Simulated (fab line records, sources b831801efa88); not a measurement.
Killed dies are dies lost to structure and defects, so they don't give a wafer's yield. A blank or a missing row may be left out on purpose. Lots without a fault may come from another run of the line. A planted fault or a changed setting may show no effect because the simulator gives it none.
Tool commonality check | flow sky130 | 12 lots, 42 wafers sampled

WHY IT WAS OPENED
At SKY_VIA4_THK_MEAS_01 the reading VIA4_HDPCVD_THK is flagged on 2 of 12 lots. Wafers without a fault read 1762 nm, standard deviation 18.
Rule: a lot is flagged when every wafer of it that has a number lies more than 4 standard deviations from that mean, or none has a number. The other lots count as sound.

lot  | measured     | on            | VIA4_HDPCVD_THK (nm), wafer by wafer | flag
L748 | day 42 07:25 | film_metro-02 | 1752 1773 1780                       |
L751 | day 43 12:28 | film_metro-04 | 1736 1752 1740                       |
L753 | day 44 00:24 | film_metro-02 | 1758 1775 1769                       |
L754 | day 44 08:43 | film_metro-04 | 1771 1773 1756                       |
L755 | day 44 14:50 | film_metro-01 | 1762 1802 1778                       |
L756 | day 45 07:49 | film_metro-02 | 1764 1765 1728                       |
L758 | day 45 14:25 | film_metro-04 | 1765 1787 1768                       |
L764 | day 46 17:59 | film_metro-04 | 579 593 573 579 594 573              | FLAGGED
L765 | day 46 23:59 | film_metro-02 | 570 581 591 569 580 592              | FLAGGED
L766 | day 47 02:19 | film_metro-02 | 1794 1773 1768                       |
L769 | day 47 23:43 | film_metro-02 | 1769 1749 1749                       |
L770 | day 48 05:35 | film_metro-01 | 1751 1764 1742                       |
The numbers of the flagged lots are 581 nm on average: -1181 nm against the usual, or -66 standard deviations.

WHICH TOOL RAN EACH LOT
The record holds 3 process steps before the reading, out of a route of 708 steps. In each cell: the tool, then ch and the chambers that the sampled wafers went through, then the start.
lot  | flag    | SKY_METAL4_SPUTTER_02        | SKY_CAP2M_STRIP_14                   | SKY_VIA4_HDPCVD_00
L748 |         | pvd_sputter-03, day 40 03:38 | plasma_asher-02 ch 0,1, day 41 04:33 | hdpcvd-01 ch 1,2, day 42 07:13
L751 |         | pvd_sputter-03, day 41 10:42 | plasma_asher-02 ch 0,1, day 42 11:01 | hdpcvd-02 ch 0,1,2, day 43 12:16
L753 |         | pvd_sputter-03, day 41 23:07 | plasma_asher-02 ch 0,1, day 42 23:35 | hdpcvd-01 ch 0,2, day 44 00:13
L754 |         | pvd_sputter-04, day 42 10:14 | plasma_asher-02 ch 0,1, day 43 09:07 | hdpcvd-02 ch 0,1,2, day 44 08:32
L755 |         | pvd_sputter-04, day 42 14:38 | plasma_asher-02 ch 0,1, day 43 14:26 | hdpcvd-02 ch 0,1,2, day 44 14:39
L756 |         | pvd_sputter-03, day 43 09:59 | plasma_asher-02 ch 0,1, day 44 08:22 | hdpcvd-02 ch 0,1,2, day 45 07:38
L758 |         | pvd_sputter-04, day 43 16:07 | plasma_asher-01 ch 0,1, day 44 14:58 | hdpcvd-01 ch 1,2, day 45 14:13
L764 | FLAGGED | pvd_sputter-01, day 44 20:50 | plasma_asher-02 ch 0,1, day 45 19:11 | hdpcvd-02 ch 1,2, day 46 17:47
L765 | FLAGGED | pvd_sputter-01, day 45 03:57 | plasma_asher-02 ch 0,1, day 46 01:55 | hdpcvd-02 ch 0,1,2, day 46 23:49
L766 |         | pvd_sputter-03, day 45 06:09 | plasma_asher-02 ch 0,1, day 46 03:40 | hdpcvd-01 ch 0,1, day 47 02:08
L769 |         | pvd_sputter-04, day 46 04:19 | plasma_asher-02 ch 0,1, day 47 01:37 | hdpcvd-01 ch 0,2, day 47 23:22
L770 |         | pvd_sputter-04, day 46 11:17 | plasma_asher-01 ch 0,1, day 47 08:29 | hdpcvd-01 ch 1,2, day 48 05:23
What these steps do:
- SKY_METAL4_SPUTTER_02: material AlCu, target thk 735 nm, time 39.1 s.
- SKY_CAP2M_STRIP_14: strips in O2/N2.
- SKY_VIA4_HDPCVD_00: deposits SiO2, target thk 1750 nm, time 291.7 s.
- SKY_VIA4_THK_MEAS_01

FLAGGED OVER TOTAL, TOOL BY TOOL (the gauges that took the reading come last)
step                  | tool            | lots run | flagged | share of the flagged lots | sound lots run after its first flagged lot
SKY_METAL4_SPUTTER_02 | pvd_sputter-01  | 2        | 2       | all                       | 0
SKY_METAL4_SPUTTER_02 | pvd_sputter-03  | 5        | 0       | none                      | -
SKY_METAL4_SPUTTER_02 | pvd_sputter-04  | 5        | 0       | none                      | -
SKY_CAP2M_STRIP_14    | plasma_asher-01 | 2        | 0       | none                      | -
SKY_CAP2M_STRIP_14    | plasma_asher-02 | 10       | 2       | all                       | 2 (L766,L769)
SKY_VIA4_HDPCVD_00    | hdpcvd-01       | 6        | 0       | none                      | -
SKY_VIA4_HDPCVD_00    | hdpcvd-02       | 6        | 2       | all                       | 0
SKY_VIA4_THK_MEAS_01  | film_metro-01   | 2        | 0       | none                      | -
SKY_VIA4_THK_MEAS_01  | film_metro-02   | 6        | 1       | some                      | 2 (L766,L769)
SKY_VIA4_THK_MEAS_01  | film_metro-04   | 4        | 1       | some                      | 0

WHAT THE TABLE ALLOWS
3 rows of the table ran every flagged lot: pvd_sputter-01 at SKY_METAL4_SPUTTER_02, plasma_asher-02 at SKY_CAP2M_STRIP_14, hdpcvd-02 at SKY_VIA4_HDPCVD_00.
- pvd_sputter-01 at SKY_METAL4_SPUTTER_02: 2 of its 2 lots flagged. It ran no sound lot before its first flagged lot in this sample, so the start can't be narrowed down.
- plasma_asher-02 at SKY_CAP2M_STRIP_14: 2 of its 10 lots flagged. Sound lots ran on it after the first flagged one (L766, L769), which a lasting fault on the whole tool wouldn't allow.
- hdpcvd-02 at SKY_VIA4_HDPCVD_00: 2 of its 6 lots flagged. Its last sound lot is L756 (day 45 07:38), its first flagged lot L764 (day 46 17:47): a fault that began between those two fits.
Counting lots can't tell these 2 tools apart, because each fits a fault that began at some hour. More lots, or a look at what each step does to the wafer, might.

WHAT THE SIMULATOR HAD PUT IN
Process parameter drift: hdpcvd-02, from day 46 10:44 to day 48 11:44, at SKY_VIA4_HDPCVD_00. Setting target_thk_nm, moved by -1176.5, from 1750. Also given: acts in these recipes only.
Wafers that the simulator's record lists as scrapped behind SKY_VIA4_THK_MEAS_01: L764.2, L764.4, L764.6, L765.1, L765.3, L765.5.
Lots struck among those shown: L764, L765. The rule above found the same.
